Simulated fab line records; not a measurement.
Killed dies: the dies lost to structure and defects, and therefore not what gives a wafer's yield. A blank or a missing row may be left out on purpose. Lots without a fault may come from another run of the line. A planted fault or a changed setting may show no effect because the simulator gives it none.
One fault through the eyes of 2 desks :: flow gf180mcu :: what lay behind the numbers comes last; until then each desk has only its own

## THE TOOL OWNER'S DESK: implanter-04
The tool's own readings at GF_PSD_IMPLANT_09, given as means over the sampled wafers that have a number, one for each lot that went through this tool. Any lot whose mean is over 4 standard deviations away from the usual mean is out of limits and marked OUT; that distance is given in the brackets.
Columns: A = beam-on-s at GF_PSD_IMPLANT_09, usual 10.01 s; B = dose-ions-cm2 at GF_PSD_IMPLANT_09, usual 1.5001e+15; C = end-station-pressure-torr at GF_PSD_IMPLANT_09, usual 1.17e-05 Torr; D = faraday-current-uA at GF_PSD_IMPLANT_09, usual 8244
lot: L883
first seen here: day 14 06:45
A: 10.16
B: 1.4991e+15
C: 1.23e-05
D: 8110

lot: L884
first seen here: day 14 14:45
A: 10.06
B: 1.5007e+15
C: 1.12e-05
D: 8201

lot: L901
first seen here: day 20 23:36
A: 12.36 (+11) OUT
B: 1.4993e+15
C: 8.34e-05 (+99 or more) OUT
D: 6634 (-9.5) OUT

lot: L903
first seen here: day 21 10:11
A: 12.38 (+11) OUT
B: 1.4986e+15
C: 8.41e-05 (+99 or more) OUT
D: 6604 (-9.6) OUT
This desk's finding: out of limits on L901, L903; first on L901, day 20 23:36 (beam-on-s at GF_PSD_IMPLANT_09). In limits: L883, L884.

## AT THE METROLOGY DESK
What the gauges read, lot by lot, whatever tool the lot ran on: means of the sampled wafers that have a number. Any lot whose mean is over 4 standard deviations away from the usual mean is out of limits and marked OUT; that distance is given in the brackets.
Columns: A = MVSD_TW at GF_MVSD_TW_MEAS_11, usual 1564; B = VT_IMPLANT_OVL at GF_VT_IMPLANT_OVL_MEAS_07, usual -0.1 nm; C = PSD_TW at GF_PSD_TW_MEAS_11, usual 3160; D = PSD_RS at GF_PSD_RS_MEAS_15, usual 108.56 ohm/sq
lot: L883
first seen here: day 4 10:08
A: 1565
B: -0.8
C: 3160
D: 108.60

lot: L884
first seen here: day 4 17:50
A: 1570
B: 0.6
C: 3148
D: 108.59

lot: L886
first seen here: day 5 03:08
A: 1572
B: -0.1
C: 3205
D: 108.42

lot: L888
first seen here: day 5 13:38
A: 1572
B: -1.4
C: 3137
D: 108.89

lot: L889
first seen here: day 5 20:32
A: 1548
B: -0.3
C: 3169
D: 108.38

lot: L891
first seen here: day 6 07:38
A: 1561
B: -2.0
C: 3138
D: 108.47

lot: L892
first seen here: day 6 14:02
A: 1563
B: -1.7
C: 3144
D: 108.88

lot: L901
first seen here: day 8 22:27
A: 1565
B: 0.3
C: 3303 (+7.2) OUT
D: 104.29 (-15) OUT

lot: L903
first seen here: day 9 06:38
A: 1551
B: 0.4
C: 3279 (+6.0) OUT
D: 104.58 (-14) OUT

lot: L906
first seen here: day 10 00:56
A: 1581
B: -1.0
C: 3163
D: 108.73
This desk's result: L901, L903 out of limits, first on L901 (PSD_TW at GF_PSD_TW_MEAS_11), day 20 23:49. In limits: L883, L884, L886, L888, L889, L891, L892, L906.

## ALL TOGETHER
On L901, L903, at day 20 23:36, an alarm was possible from the tool owner's desk.
An alarm was possible from the metrology desk at day 20 23:49, on L901, L903.
On implanter-04, each named lot ran GF_PSD_IMPLANT_09.

## WHAT THE SIMULATOR HAD PUT IN
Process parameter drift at GF_PSD_IMPLANT_09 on implanter-04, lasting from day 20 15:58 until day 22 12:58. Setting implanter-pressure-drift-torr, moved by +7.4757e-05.
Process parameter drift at GF_PSD_IMPLANT_09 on implanter-04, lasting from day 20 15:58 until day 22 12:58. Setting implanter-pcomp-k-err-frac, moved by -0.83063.
Struck lots among those shown: L901, L903.
Counting hours from when the fault started, the first reading out of limits came at 8 for the tool owner's desk and at 8 for the metrology desk.
